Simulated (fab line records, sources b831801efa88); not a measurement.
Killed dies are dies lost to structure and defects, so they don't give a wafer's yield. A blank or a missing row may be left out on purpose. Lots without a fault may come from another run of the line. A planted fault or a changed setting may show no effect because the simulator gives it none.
Which tool did it? | flow gf180mcu | 13 lots, 39 wafers sampled, at 3 steps of a route of 602

WHAT THE GAUGES READ, wafer by wafer
GF_M5_OVL_MEAS_08. Usual: M5_OVL -3 nm, standard deviation 6.
lot  | measured     | on         | M5_OVL (nm) | flag
L217 | day 25 17:16 | overlay-02 | -11 -2 -4   |
L220 | day 27 03:49 | overlay-02 | -4 0 -1     |
L222 | day 27 22:18 | overlay-01 | 3 0 4       |
L221 | day 27 23:18 | overlay-02 | -3 -2 3     |
L223 | day 28 10:36 | overlay-01 | -2 0 -2     |
L224 | day 28 12:28 | overlay-02 | -11 2 -3    |
L225 | day 29 06:46 | overlay-02 | -15 -10 -14 |
L226 | day 29 13:58 | overlay-01 | 0 8 -2      |
L227 | day 29 22:01 | overlay-02 | 14 1 10     |
L228 | day 30 00:00 | overlay-01 | -6 -1 -7    |
L231 | day 30 15:25 | overlay-02 | -3 -3 -1    |
L232 | day 31 04:10 | overlay-01 | 13 5 3      |
L239 | day 32 09:04 | overlay-01 | -15 -1 -3   |

GF_V5_THK_MEAS_25: measures by xrf. Usual: V5_W_THK 356 nm, standard deviation 4.5.
lot  | measured     | on            | V5_W_THK (nm) | flag
L217 | day 26 16:47 | film_metro-04 | 353 352 355   |
L220 | day 28 01:53 | film_metro-04 | 364 358 363   |
L222 | day 28 20:39 | film_metro-02 | 361 358 357   |
L221 | day 28 21:08 | film_metro-02 | 353 356 348   |
L223 | day 29 07:46 | film_metro-02 | 345 353 346   |
L224 | day 29 09:46 | film_metro-02 | 353 353 357   |
L225 | day 30 03:07 | film_metro-01 | 353 357 356   |
L226 | day 30 11:08 | film_metro-04 | 366 357 365   |
L227 | day 30 18:05 | film_metro-01 | 353 355 360   |
L228 | day 30 21:10 | film_metro-04 | 362 362 359   |
L231 | day 31 11:28 | film_metro-02 | 352 356 347   |
L232 | day 31 23:33 | film_metro-04 | 359 351 357   |
L239 | day 33 03:52 | film_metro-04 | 360 358 364   |

WHICH TOOL RAN EACH LOT (tool, then ch and the chambers of the sampled wafers, then the start)
lot  | GF_V5_SPUTTER_21
L217 | pvd_sputter-01, day 26 16:26
L220 | pvd_sputter-02, day 28 01:32
L222 | pvd_sputter-01, day 28 20:19
L221 | pvd_sputter-01, day 28 20:46
L223 | pvd_sputter-01, day 29 07:26
L224 | pvd_sputter-04, day 29 09:26
L225 | pvd_sputter-04, day 30 02:47
L226 | pvd_sputter-01, day 30 10:47
L227 | pvd_sputter-02, day 30 17:44
L228 | pvd_sputter-04, day 30 20:49
L231 | pvd_sputter-04, day 31 11:07
L232 | pvd_sputter-02, day 31 23:13
L239 | pvd_sputter-01, day 33 03:32
- GF_V5_SPUTTER_21: material Ti, target thk 15 nm, time 80.02 s.

WHAT THE TOOLS THEMSELVES READ (means of the sampled wafers that have a number; where no wafer has one, the mark that the record gives instead)
GF_V5_SPUTTER_21. Usual: cathode_dc_power_W 2500.0 W, standard deviation 0.47; throttle_valve_pct 30.3 %, standard deviation 0.96.
lot  | tool           | cathode_dc_power_W (W) | throttle_valve_pct (%) | flag
L217 | pvd_sputter-01 | 2499.6                 | 29.8                   |
L220 | pvd_sputter-02 | 2499.7                 | 30.3                   |
L222 | pvd_sputter-01 | 2500.1                 | 29.8                   |
L221 | pvd_sputter-01 | 2499.9                 | 29.3                   |
L223 | pvd_sputter-01 | 2499.8                 | 30.3                   |
L224 | pvd_sputter-04 | 2499.9                 | 30.7                   |
L225 | pvd_sputter-04 | 2499.8                 | 30.6                   |
L226 | pvd_sputter-01 | 2500.2                 | 29.6                   |
L227 | pvd_sputter-02 | 2500.0                 | 31.0                   |
L228 | pvd_sputter-04 | 2500.3                 | 30.2                   |
L231 | pvd_sputter-04 | 2499.8                 | 30.7                   |
L232 | pvd_sputter-02 | 2500.2                 | 30.3                   |
L239 | pvd_sputter-01 | 2499.7                 | 30.3                   |

THE ANSWER, worked out from the rows above alone
Rule: a lot is off if the mean of its wafers that have a number lies more than 3 standard deviations from the usual mean. A lot without any number at a reading at which 4 lots or more have one is off too. The other lots that the step has rows for count as sound. The gauges are gone through in route order, then the tools' own readings, and for those a lot's mean is taken as printed above. The first step at which some lot is off is used, and at that step the reading that is off furthest; a lot without a number counts as furthest.
No lot is off at any reading shown: from this, nothing can be told.

WHAT THE SIMULATOR HAD PUT IN
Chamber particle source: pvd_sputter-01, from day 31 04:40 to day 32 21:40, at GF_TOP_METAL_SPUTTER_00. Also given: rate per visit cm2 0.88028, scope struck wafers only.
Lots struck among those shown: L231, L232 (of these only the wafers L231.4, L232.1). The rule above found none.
